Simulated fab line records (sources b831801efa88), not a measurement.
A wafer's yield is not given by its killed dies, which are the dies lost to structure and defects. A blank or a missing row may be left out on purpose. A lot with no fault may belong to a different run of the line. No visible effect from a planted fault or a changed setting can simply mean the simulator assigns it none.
Lot-split experiment    flow sky130    5 lots, 23 wafers read, on a route of 708 steps

## THE SPLIT ITSELF
At SKY_SONOS_ONO_OXIDATION_00 (stabilise 600 s, purge 300 s, target thk 2.6 nm), the setting oxTimeS was moved away from the recipe's 1249 s on 15 of the 23 wafers read, by -9.6% to +4.5%. This setting was run at the recipe's value on the other wafers.

Between the split and the reading, the file records no step.

## THE READING
SONOS_ONO_OXIDATION_THK, in nm, at SKY_SONOS_ONO_THK_MEAS_01. Fault-free wafers of this fab line usually give 2.62 nm, standard deviation 0.058 nm.

wafer   tool, chamber at the split  oxTimeS as run, s  against the recipe  SONOS_ONO_OXIDATION_THK, nm  against lot-mates on the recipe
L077.1  furnace-02, 0               1249               recipe              2.69                         -
L077.4  furnace-02, 0               1249               recipe              2.66                         -
L077.6  furnace-02, 0               1249               recipe              2.65                         -
L078.1  -, -                        1129               -9.6%               2.31                         no lot-mate on the recipe
L078.2  -, -                        1129               -9.6%               2.39                         no lot-mate on the recipe
L078.4  -, -                        1129               -9.6%               2.43                         no lot-mate on the recipe
L078.5  -, -                        1129               -9.6%               2.38                         no lot-mate on the recipe
L078.6  -, -                        1129               -9.6%               2.35                         no lot-mate on the recipe
L081.1  -, -                        1249               recipe              2.61                         -
L081.2  -, -                        1249               recipe              2.48                         -
L081.3  -, -                        1249               recipe              2.51                         -
L081.4  -, -                        1249               recipe              2.58                         -
L081.5  -, -                        1249               recipe              2.57                         -
L082.2  -, -                        1130               -9.5%               2.34                         no lot-mate on the recipe
L082.3  -, -                        1130               -9.5%               2.36                         no lot-mate on the recipe
L082.4  -, -                        1130               -9.5%               2.34                         no lot-mate on the recipe
L082.5  -, -                        1130               -9.5%               2.36                         no lot-mate on the recipe
L082.6  -, -                        1130               -9.5%               2.34                         no lot-mate on the recipe
L083.1  -, -                        1305               +4.5%               2.71                         no lot-mate on the recipe
L083.3  -, -                        1305               +4.5%               2.78                         no lot-mate on the recipe
L083.4  -, -                        1305               +4.5%               2.80                         no lot-mate on the recipe
L083.5  -, -                        1305               +4.5%               2.79                         no lot-mate on the recipe
L083.6  -, -                        1305               +4.5%               2.79                         no lot-mate on the recipe

FIT RESULTS
A straight line over all 23 wafers: SONOS_ONO_OXIDATION_THK changes by +0.0279 nm for each +1% of oxTimeS; r = +0.95; the points scatter about the line by 0.055 nm.
Too few moved wafers have a lot-mate on the recipe to fit a line with each lot's own level taken away.

## THE WHOLE CHAIN: every reading that the file lists as answering this split, in the file's order
step                        what it does                                     reading                                                                                change (the file's fit)                 r (the file's)
SKY_SONOS_ONO_OXIDATION_00  stabilise 600 s, purge 300 s, target thk 2.6 nm  SiO2_of_SONOS_ONO_OXIDATION_00.thkNm (the simulator's own value, which no gauge read)  +0.0253 nm for each +1% of the setting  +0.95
SKY_SONOS_ONO_THK_MEAS_01                                                    SONOS_ONO_OXIDATION_THK                                                                +0.0278 for each +1% of the setting     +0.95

## THE FILE'S OWN FIT
SONOS_ONO_OXIDATION_THK changes by +0.0278 nm for each +1% of oxTimeS, r = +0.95.
